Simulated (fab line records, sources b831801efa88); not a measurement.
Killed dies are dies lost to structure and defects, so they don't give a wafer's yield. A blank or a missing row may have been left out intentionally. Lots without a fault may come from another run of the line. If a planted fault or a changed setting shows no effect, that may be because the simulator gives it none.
Comparing a struck lot with a sound one || flow sfq line || 21 out of 325 route steps
Sound: the wafers L784.2, L784.5, L784.6. Wafers struck: L780.1, L780.5, L780.6. The cause is given at the end.
At each step with rows: each side's tool, then ch and its chambers, then its first start. Under that, the readings that differ: sound wafers || struck wafers || difference of the means || sigmas: that difference in standard deviations of wafers without a fault.
alike: readings with means less than 2 such deviations apart, plus words and numbers identical on both sides. not compared: withheld readings, readings lacking a value on some wafer, bounds such as >300 that could conceal the same value, and numbers that have no deviation in the record and whose values overlap.
A row with sigmas, a row that says differs or no value, or rows on one side alone: a step with any of these is where the two part. Non-overlapping numbers with no deviation appear without sigmas and do not part them. A reading missing from all wafers of one side parts the sides only when that side holds two or more wafers.

first, 1 step without rows for these wafers: SFQ_TRILAYER_M5_BARC_OPEN_METAL_ETCH_161 (etches BARC in O2, target depth 125 nm, time 41.7 s).
SFQ_TRILAYER_M5_ETCH_METAL_ETCH_126: etches Nb in Cl2/BCl3, stops on SiO2, time 203.2 s, target depth 265 nm.
  sound on rie metal-01 ch 0,1, day 60 01:08; struck on rie metal-01 ch 0,1, day 53 01:44
  alike: drypump motor current A, oes product au
  not compared: rf hours counter h
SFQ_TRILAYER_M5_STRIP_STRIP_127: strips in O2.
  sound on rie metal-01 ch 0,1, day 60 01:20; struck on rie metal-01 ch 0,1, day 53 01:56
  alike: drypump motor current A, oes product au
  not compared: rf hours counter h
then, 4 steps without rows for these wafers: SFQ_TRILAYER_M5_STRIP_SOLV_CLEAN_128 (cleans in NMP, time 600 s); SFQ_TRILAYER_A5B_DEP_PECVD_129 (deposits SiO2 from SiH4/N2O, time 133.33 s, target thk 600 nm); SFQ_TRILAYER_A5B_CMP_CMP_130 (polishes, stops on Nb, target thk 340.7 nm); SFQ_TRILAYER_A5B_METRO_MEASURE_131.
SFQ_TRILAYER_R5_DEP_SPUTTER_132: material Ti, target thk 5 nm, time 5 s.
  sound on pvd sputter-04 at day 60 06:55; struck on pvd sputter-04 at day 53 18:21
  alike: cathode dc power W, throttle valve pct
then, 1 step without rows for these wafers: SFQ_TRILAYER_R5_DEP_SPUTTER_133 (material MoNx, target thk 40 nm, time 66.7 s).
SFQ_TRILAYER_R5_DEP_SPUTTER_134: material Ti, target thk 5 nm, time 5 s.
  sound on pvd sputter-04 at day 60 07:00; struck on pvd sputter-04 at day 53 18:25
  alike: cathode dc power W, throttle valve pct
SFQ_R5_RS_MEAS_933: uses a four-point probe to measure.
  sound on film metro-04 at day 60 07:02; struck on film metro-04 at day 53 18:26
  alike: R5_MONX_RS
SFQ_R5_THK_MEAS_934: measures by xrf.
  sound on film metro-04 at day 60 07:09; struck on film metro-04 at day 53 18:34
  alike: R5_MONX_THK
SFQ_TRILAYER_R5_LITHO_COAT_141: resist thk 62 nm.
  sound on litho track-02 ch 0, day 60 07:15; struck on litho track-04 ch 0, day 53 18:37
{"reading": "spin speed rpm (rpm)", "sound": "2998.7 3000.8 3000.2", "struck": "2949.4 2953.5 2950.4", "difference": -48.8, "sigmas": -26}
{"reading": "model.BARC_of_TRILAYER_R5_LITHO_COAT_141.thk nm (nm)", "sound": "62.08 61.86 61.88", "struck": "62.34 62.47 62.48", "difference": "+0.49", "sigmas": ""}
then, 5 steps without rows for these wafers: SFQ_TRILAYER_R5_LITHO_COAT_136 (resist thk 600 nm); SFQ_TRILAYER_R5_LITHO_SOFTBAKE_140; SFQ_TRILAYER_R5_LITHO_EXPOSE_137 (exposes mask R5, target cd 500 nm); SFQ_TRILAYER_R5_LITHO_PEB_139 (peb time 60 s); SFQ_TRILAYER_R5_LITHO_DEVELOP_138 (time 60 s).
-- the record jumps here: 6 days lie between the struck wafers' starts before and after --
SFQ_R5_OVL_MEAS_935:
  sound on overlay-01 at day 65 23:00; struck on overlay-01 at day 59 15:50
  alike: R5_OVL
SFQ_TRILAYER_R5_BARC_OPEN_METAL_ETCH_177: etches BARC in O2, target depth 125 nm, time 41.7 s.
  sound on rie metal-02 ch 0,1, day 65 23:02; struck on rie metal-01 ch 0,1, day 59 15:52
{"reading": "model.etch.depth nm (nm)", "sound": "62.08 61.86 61.88", "struck": "62.34 62.47 62.48", "difference": "+0.49", "sigmas": ""}
  alike: drypump motor current A, oes product au
  not compared: rf hours counter h
SFQ_TRILAYER_R5_ETCH_METAL_ETCH_139: etches the open film in Cl2, stops on SiO2, target depth 60 nm, time 40 s.
  sound on rie metal-02 ch 0,1, day 65 23:05; struck on rie metal-01 ch 0,1, day 59 15:55
  alike: drypump motor current A, oes product au
  not compared: rf hours counter h

## WHERE THEY PART
SFQ_TRILAYER_R5_LITHO_COAT_141 only, going by this record. Later steps at which nothing parts them and some readings are alike: SFQ_R5_OVL_MEAS_935, SFQ_TRILAYER_R5_BARC_OPEN_METAL_ETCH_177, SFQ_TRILAYER_R5_ETCH_METAL_ETCH_139.

WHY: what the simulator had put in
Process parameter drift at SFQ_TRILAYER_R5_LITHO_COAT_141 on litho track-04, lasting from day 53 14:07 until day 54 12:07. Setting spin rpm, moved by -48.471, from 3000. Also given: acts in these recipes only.
